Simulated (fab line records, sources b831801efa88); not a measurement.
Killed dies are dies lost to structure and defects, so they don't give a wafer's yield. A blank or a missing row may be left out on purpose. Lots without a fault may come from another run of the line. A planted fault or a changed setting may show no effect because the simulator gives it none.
Problem report in the 8D (eight disciplines) form, filled by code | flow gf180mcu | the parts of the form that need people (team, actions taken, sign-off) are left out

1. THE PROBLEM
run_length_s at GF_VT_IMPLANT_RTA_45 reads a mean of 47.68 s on 6 wafers of 2 lots; wafers without a fault read 58.53 s with a standard deviation of 0.29. That is -37 standard deviations from the usual mean.
The step: time 30 s.
First seen on wafer L128.2, day 10 05:40, on rtp_anneal-01. The record holds 42 wafers of 14 lots with a number at this step. Rule for "out", or "out of limits": more than 4 standard deviations from the usual mean. The other wafers with a number count as sound.

2. WHAT IT IS AND WHAT IT IS NOT
question                    | is                     | is not
which readings at this step | run_length_s           | lamp_power_pct, wafer_temp_C_max
which lots                  | L128, L130             | L118, L119, L120, L123, L124, L125, L126, L129, L138, L139, L140, L141
which wafers of those lots  | all that have a number | -
read on which tools         | rtp_anneal-01          | rtp_anneal-02
when                        | from day 10 05:40      | up to then (21 sound wafers); but 15 sound wafers of L129, L138, L139, L140, L141 came after

3. SUSPECTS, AND WHAT RULES EACH OUT
Counting: a tool at a process step up to the reading stays a suspect if it ran every lot that is out and no sound lot after the first of them.
- rtp_anneal-01 at GF_VT_IMPLANT_RTA_45 (time 30 s): ruled out as a lasting fault. Sound lots L138 ran on it after its first lot that is out, L128 (day 10 05:40).
Left after counting: nothing in the record.

4. THE CAUSE (what the simulator had put in)
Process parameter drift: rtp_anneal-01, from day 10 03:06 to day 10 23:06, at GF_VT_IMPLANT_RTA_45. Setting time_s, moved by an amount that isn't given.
Counting ruled it out, wrongly.

5. THE CHAIN OF EFFECTS, in route order
Each row: a reading whose mean over the struck wafers that have a number lies more than 3 standard deviations from the usual. Only readings for which the record gives a usual standard deviation are gone through. hours: the time from each lot's start at the first step in this table that gives one to its start at this step, as a median over the lots. sigmas: the change in usual standard deviations.
hours | step                 | reading      | usual   | on struck wafers | change | sigmas
0     | GF_VT_IMPLANT_RTA_45 | run_length_s | 58.53 s | 47.68            | -10.85 | -37
The process steps in it:
- GF_VT_IMPLANT_RTA_45: time 30 s.
Later measuring or inspecting steps at which every struck wafer that the step has a row for has a number for every such reading, and none has moved that far: GF_POLY_GATE_THK_MEAS_17.

6. WHAT WOULD HAVE CAUGHT IT SOONER
In this record the first reading out of limits was taken at day 10 05:40, 3 hours after the fault began at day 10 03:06.
